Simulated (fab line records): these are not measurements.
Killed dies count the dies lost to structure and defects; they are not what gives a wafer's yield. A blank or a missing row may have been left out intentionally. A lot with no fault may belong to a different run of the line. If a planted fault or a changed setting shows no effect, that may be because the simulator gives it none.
Matching of chambers :: flow gf180mcu :: 3 sister chambers for GF_V1_CVD_02 on pecvd-02
The step deposits SiO2 from TEOS, target thk 850 nm, time 94.851 s. 18 wafers are shown with their chamber, then 9 later ones without.

WAFERS PAIRED WITH THEIR CHAMBERS
wafer: L548.1
chamber: 0
heater-power-outer-w (W): 448
heater-power-w (W): 731
susceptor-temp-C (C): 399.96

wafer: L548.4
chamber: 1
heater-power-outer-w (W): 410
heater-power-w (W): 714
susceptor-temp-C (C): 399.94

wafer: L548.5
chamber: 0
heater-power-outer-w (W): 478
heater-power-w (W): 781
susceptor-temp-C (C): 400.11

wafer: L549.1
chamber: 0
heater-power-outer-w (W): 450
heater-power-w (W): 771
susceptor-temp-C (C): 400.24

wafer: L549.4
chamber: 1
heater-power-outer-w (W): 308
heater-power-w (W): 589
susceptor-temp-C (C): 399.97

wafer: L549.5
chamber: 2
heater-power-outer-w (W): 382
heater-power-w (W): 749
susceptor-temp-C (C): 400.04

wafer: L560.1
chamber: 0
heater-power-outer-w (W): 434
heater-power-w (W): 709
susceptor-temp-C (C): 399.46

wafer: L560.2
chamber: 1
heater-power-outer-w (W): 380
heater-power-w (W): 684
susceptor-temp-C (C): 399.95

wafer: L560.3
chamber: 2
heater-power-outer-w (W): 386
heater-power-w (W): 744
susceptor-temp-C (C): 399.66

wafer: L563.1
chamber: 2
heater-power-outer-w (W): 361
heater-power-w (W): 700
susceptor-temp-C (C): 400.18

wafer: L563.2
chamber: 0
heater-power-outer-w (W): 409
heater-power-w (W): 690
susceptor-temp-C (C): 399.70

wafer: L563.6
chamber: 0
heater-power-outer-w (W): 461
heater-power-w (W): 754
susceptor-temp-C (C): 399.81

wafer: L564.2
chamber: 1
heater-power-outer-w (W): 378
heater-power-w (W): 645
susceptor-temp-C (C): 400.06

wafer: L564.4
chamber: 1
heater-power-outer-w (W): 394
heater-power-w (W): 685
susceptor-temp-C (C): 399.85

wafer: L564.6
chamber: 2
heater-power-outer-w (W): 441
heater-power-w (W): 814
susceptor-temp-C (C): 399.91

wafer: L565.2
chamber: 2
heater-power-outer-w (W): 347
heater-power-w (W): 705
susceptor-temp-C (C): 400.06

wafer: L565.5
chamber: 2
heater-power-outer-w (W): 399
heater-power-w (W): 745
susceptor-temp-C (C): 399.84

wafer: L565.6
chamber: 0
heater-power-outer-w (W): 499
heater-power-w (W): 803
susceptor-temp-C (C): 400.28

SIGNATURES (averages over the wafers above)
reading: heater-power-outer-w
chamber 0: 454.14
chamber 1: 374.00
chamber 2: 386.00
scatter within a chamber: 33.3

reading: heater-power-w
chamber 0: 748.43
chamber 1: 663.40
chamber 2: 742.83
scatter within a chamber: 42.9

reading: susceptor-temp-C
chamber 0: 399.9371
chamber 1: 399.9540
chamber 2: 399.9483
scatter within a chamber: 0.221
Rule: for each reading, subtract the chamber's mean from the wafer's reading, divide by that reading's scatter and square the result; add these up over the readings and take the root, which gives the wafer's distance from the chamber. The wafer belongs to the nearest chamber; if the next one is less than 2 further off, it can't be placed. The scatter: the root of (the sum of the squares of (reading less its chamber's mean) over the shown wafers, divided by (wafers less chambers)).

WAFERS WHOSE CHAMBER IS MISSING
wafer: L566.1
heater-power-outer-w (W): 385
heater-power-w (W): 693
susceptor-temp-C (C): 400.13

wafer: L566.2
heater-power-outer-w (W): 329
heater-power-w (W): 673
susceptor-temp-C (C): 399.95

wafer: L566.5
heater-power-outer-w (W): 388
heater-power-w (W): 747
susceptor-temp-C (C): 400.01

wafer: L568.2
heater-power-outer-w (W): 512
heater-power-w (W): 825
susceptor-temp-C (C): 399.77

wafer: L568.3
heater-power-outer-w (W): 413
heater-power-w (W): 722
susceptor-temp-C (C): 399.81

wafer: L568.5
heater-power-outer-w (W): 418
heater-power-w (W): 736
susceptor-temp-C (C): 400.09

wafer: L569.3
heater-power-outer-w (W): 405
heater-power-w (W): 760
susceptor-temp-C (C): 400.02

wafer: L569.5
heater-power-outer-w (W): 312
heater-power-w (W): 590
susceptor-temp-C (C): 399.65

wafer: L569.6
heater-power-outer-w (W): 421
heater-power-w (W): 806
susceptor-temp-C (C): 400.16

WHICH CHAMBER EACH ONE RAN IN
wafer: L566.1
from the rows above: can't be placed: 1 or 2 or 0
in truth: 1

wafer: L566.2
from the rows above: can't be placed: 1 or 2
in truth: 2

wafer: L566.5
from the rows above: can't be placed: 2 or 1 or 0
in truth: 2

wafer: L568.2
from the rows above: can't be placed: 0 or 2
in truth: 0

wafer: L568.3
from the rows above: can't be placed: 2 or 0 or 1
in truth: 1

wafer: L568.5
from the rows above: can't be placed: 2 or 0 or 1
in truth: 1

wafer: L569.3
from the rows above: can't be placed: 2 or 0 or 1
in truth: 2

wafer: L569.5
from the rows above: can't be placed: 1 or 2
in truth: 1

wafer: L569.6
from the rows above: can't be placed: 0 or 2 or 1
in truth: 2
Correctly placed: 0 of 9. Can't be placed from these rows: 9 (the true chamber is among the candidates in 9). Placed wrongly: 0.
